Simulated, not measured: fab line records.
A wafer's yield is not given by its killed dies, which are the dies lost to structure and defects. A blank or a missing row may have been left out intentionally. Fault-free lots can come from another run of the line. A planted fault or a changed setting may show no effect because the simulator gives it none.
What tool caused it? + flow gf180mcu + 12 lots, 36 wafers sampled, at 4 steps of a route of 602

WHAT EACH GAUGE READ, for each wafer
GF_NSD_OVL_MEAS_08.
| lot  | measured     | on         | NSD_OVL (nm)   |
|------|--------------|------------|----------------|
| L680 | day 13 16:58 | overlay-01 | -1.4 -1.1 -0.7 |
| L683 | day 14 19:36 | overlay-02 | 1.3 2.2 2.0    |
| L684 | day 15 03:49 | overlay-02 | 0.6 1.3 1.1    |
| L685 | day 15 09:07 | overlay-01 | -2.2 -1.1 -0.3 |
| L692 | day 18 01:16 | overlay-01 | -2.4 1.5 0.5   |
| L694 | day 18 19:15 | overlay-02 | -0.5 0.3 -0.7  |
| L695 | day 19 05:25 | overlay-01 | -1.4 -1.8 -0.5 |
| L697 | day 19 17:17 | overlay-01 | 0.3 0.1 -0.3   |
| L698 | day 20 05:01 | overlay-01 | 0.0 -0.8 1.1   |
| L699 | day 20 09:58 | overlay-01 | 0.0 -0.8 -0.4  |
| L701 | day 21 02:19 | overlay-02 | -0.9 -0.4 -0.7 |
| L702 | day 21 11:21 | overlay-01 | 1.4 0.4 0.7    |

EACH LOT AND THE TOOL THAT RAN IT (in order: tool; ch and the chambers of the sampled wafers; start)
| lot  | GF_NWELL_SOFTBAKE_03             | GF_NWELL_STRIP_10                   | GF_DUAL_GATE_STRIP_13                |
|------|----------------------------------|-------------------------------------|--------------------------------------|
| L680 | litho-track-03 ch 0, day 3 06:41 | plasma-asher-02 ch 0,1, day 3 13:58 | plasma-asher-01 ch 0,1, day 8 14:34  |
| L683 | litho-track-02 ch 0, day 3 22:23 | plasma-asher-03 ch 1, day 4 05:05   | plasma-asher-02 ch 1, day 9 12:18    |
| L684 | litho-track-03 ch 0, day 4 04:47 | plasma-asher-02 ch 0,1, day 4 11:44 | plasma-asher-02 ch 0,1, day 9 20:45  |
| L685 | litho-track-04 ch 0, day 4 08:36 | plasma-asher-04 ch 0, day 4 15:23   | plasma-asher-02 ch 0,1, day 9 23:54  |
| L692 | litho-track-03 ch 0, day 5 22:04 | plasma-asher-04 ch 0,1, day 6 06:37 | plasma-asher-04 ch 0,1, day 12 04:38 |
| L694 | litho-track-03 ch 0, day 6 12:34 | plasma-asher-04 ch 0,1, day 6 20:55 | plasma-asher-02 ch 0,1, day 12 21:03 |
| L695 | litho-track-04 ch 0, day 6 16:18 | plasma-asher-03 ch 0,1, day 7 00:31 | plasma-asher-01 ch 0,1, day 13 04:34 |
| L697 | litho-track-02 ch 0, day 7 02:50 | plasma-asher-02 ch 0,1, day 7 11:01 | plasma-asher-02 ch 0,1, day 13 16:49 |
| L698 | litho-track-02 ch 0, day 7 07:29 | plasma-asher-03 ch 0,1, day 7 15:47 | plasma-asher-01 ch 0,1, day 13 23:46 |
| L699 | litho-track-02 ch 0, day 7 14:36 | plasma-asher-02 ch 0,1, day 7 23:07 | plasma-asher-02 ch 0,1, day 14 07:03 |
| L701 | litho-track-04 ch 0, day 7 23:52 | plasma-asher-04 ch 0,1, day 8 08:25 | plasma-asher-04 ch 0,1, day 14 19:17 |
| L702 | litho-track-04 ch 0, day 8 05:38 | plasma-asher-03 ch 0,1, day 8 14:44 | plasma-asher-01 ch 0,1, day 15 04:20 |
- GF_NWELL_SOFTBAKE_03
- GF_NWELL_STRIP_10: strips in O2/N2.
- GF_DUAL_GATE_STRIP_13: strips in O2/N2.

AS READ BY THE TOOLS THEMSELVES (means over the sampled wafers that have a number; for cases with no such wafer, the mark the record gives instead)
GF_NWELL_SOFTBAKE_03.
| lot  | tool           | heater-power-total-W (W) | plate-temp-C (C) |
|------|----------------|--------------------------|------------------|
| L680 | litho-track-03 | 65.23                    | 109.85           |
| L683 | litho-track-02 | 65.36                    | 109.97           |
| L684 | litho-track-03 | 65.33                    | 110.07           |
| L685 | litho-track-04 | 65.31                    | 110.05           |
| L692 | litho-track-03 | 62.20                    | 106.28           |
| L694 | litho-track-03 | 62.32                    | 106.15           |
| L695 | litho-track-04 | 65.28                    | 109.72           |
| L697 | litho-track-02 | 65.28                    | 110.01           |
| L698 | litho-track-02 | 65.43                    | 109.98           |
| L699 | litho-track-02 | 65.31                    | 110.28           |
| L701 | litho-track-04 | 65.31                    | 110.08           |
| L702 | litho-track-04 | 65.41                    | 110.16           |

GF_NWELL_STRIP_10.
| lot  | tool            | drypump-motor-current-A (A) | heater-power-w (W) | oes-product-au (a.u.) | platen-temp-c (C) | strip-time-to-endpoint-s (s) |
|------|-----------------|-----------------------------|--------------------|-----------------------|-------------------|------------------------------|
| L680 | plasma-asher-02 | 6.10                        | 335                | 0.720                 | 250.31            | 37.01                        |
| L683 | plasma-asher-03 | 6.16                        | 321                | 0.719                 | 250.06            | 37.14                        |
| L684 | plasma-asher-02 | 6.16                        | 351                | 0.724                 | 250.01            | 37.02                        |
| L685 | plasma-asher-04 | 5.35                        | 326                | 0.725                 | 249.95            | 36.85                        |
| L692 | plasma-asher-04 | 5.64                        | 287                | 0.725                 | 250.12            | 37.28                        |
| L694 | plasma-asher-04 | 5.51                        | 313                | 0.721                 | 250.07            | 37.42                        |
| L695 | plasma-asher-03 | 6.01                        | 342                | 0.722                 | 249.89            | 36.87                        |
| L697 | plasma-asher-02 | 6.10                        | 333                | 0.724                 | 250.08            | 37.03                        |
| L698 | plasma-asher-03 | 6.04                        | 335                | 0.717                 | 250.19            | 36.94                        |
| L699 | plasma-asher-02 | 6.12                        | 328                | 0.723                 | 250.23            | 37.03                        |
| L701 | plasma-asher-04 | 5.67                        | 283                | 0.722                 | 250.01            | 36.91                        |
| L702 | plasma-asher-03 | 6.08                        | 331                | 0.718                 | 250.03            | 36.84                        |

GF_DUAL_GATE_STRIP_13.
| lot  | tool            | drypump-motor-current-A (A) | heater-power-w (W) | oes-product-au (a.u.) | platen-temp-c (C) | strip-time-to-endpoint-s (s) |
|------|-----------------|-----------------------------|--------------------|-----------------------|-------------------|------------------------------|
| L680 | plasma-asher-01 | 6.7                         | 303                | 0.717                 | 250.16            | 12.64                        |
| L683 | plasma-asher-02 | 6.0                         | 314                | 0.717                 | 250.22            | 12.68                        |
| L684 | plasma-asher-02 | 6.1                         | 336                | 0.720                 | 249.95            | 12.63                        |
| L685 | plasma-asher-02 | 6.1                         | 333                | 0.722                 | 250.08            | 12.66                        |
| L692 | plasma-asher-04 | 5.5                         | 304                | 0.718                 | 249.86            | 12.63                        |
| L694 | plasma-asher-02 | 6.2                         | 358                | 0.721                 | 249.94            | 12.68                        |
| L695 | plasma-asher-01 | 6.6                         | 304                | 0.715                 | 249.99            | 12.67                        |
| L697 | plasma-asher-02 | 6.1                         | 336                | 0.716                 | 250.18            | 12.64                        |
| L698 | plasma-asher-01 | 6.6                         | 304                | 0.716                 | 249.89            | 12.66                        |
| L699 | plasma-asher-02 | 6.1                         | 356                | 0.717                 | 249.81            | 12.63                        |
| L701 | plasma-asher-04 | 5.5                         | 309                | 0.714                 | 250.03            | 12.65                        |
| L702 | plasma-asher-01 | 6.6                         | 304                | 0.715                 | 249.91            | 12.67                        |

THE ANSWER, worked out from the rows above alone
Rule: the lots themselves supply what counts as usual. Put in order of their means at a reading, lots are off if they are a third of the lots or fewer, leave a main group of 4 or more, and stand apart from it by a gap of 3 or more times the standard deviation of the main group's means; of several such gaps the widest counts. Not used: any main group whose means are identical at the precision the tables above print for the reading. Also off: a lot with no number at a reading for which 4 or more lots have one. Any other lot the step has rows for is counted as sound. First the gauges in route order, then the tools' own readings, where a lot's mean is used as printed above. The first step at which some lot is off is used, and at that step the reading that is off furthest; a lot without a number counts as furthest.
Off, at GF_NWELL_SOFTBAKE_03 on heater-power-total-W: L692, L694. The main group: mean 65.33 W, standard deviation 0.058.
If a tool, at that step or one of the process steps before it, ran each lot that is off and ran no sound lot following the first of them, it fits. One fits: GF_NWELL_SOFTBAKE_03 on litho-track-03. Its last sound lot is L684 (day 4 04:47), its first lot that is off L692 (day 5 22:04): a fault that began between those two fits.
The tool's own readings at GF_NWELL_SOFTBAKE_03 bear it out: on the lots that are off they differ by more than 5 times the standard deviation of the sound lots' means. heater-power-total-W reads 62.26 W there against 65.33 W on the sound lots; plate-temp-C reads 106.22 C there against 110.02 C on the sound lots.

WHAT THE SIMULATOR PUT IN
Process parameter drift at GF_NWELL_SOFTBAKE_03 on litho-track-03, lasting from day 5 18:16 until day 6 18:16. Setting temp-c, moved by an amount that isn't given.
Struck lots among those shown: L692, L694. Same finding as the rule above.
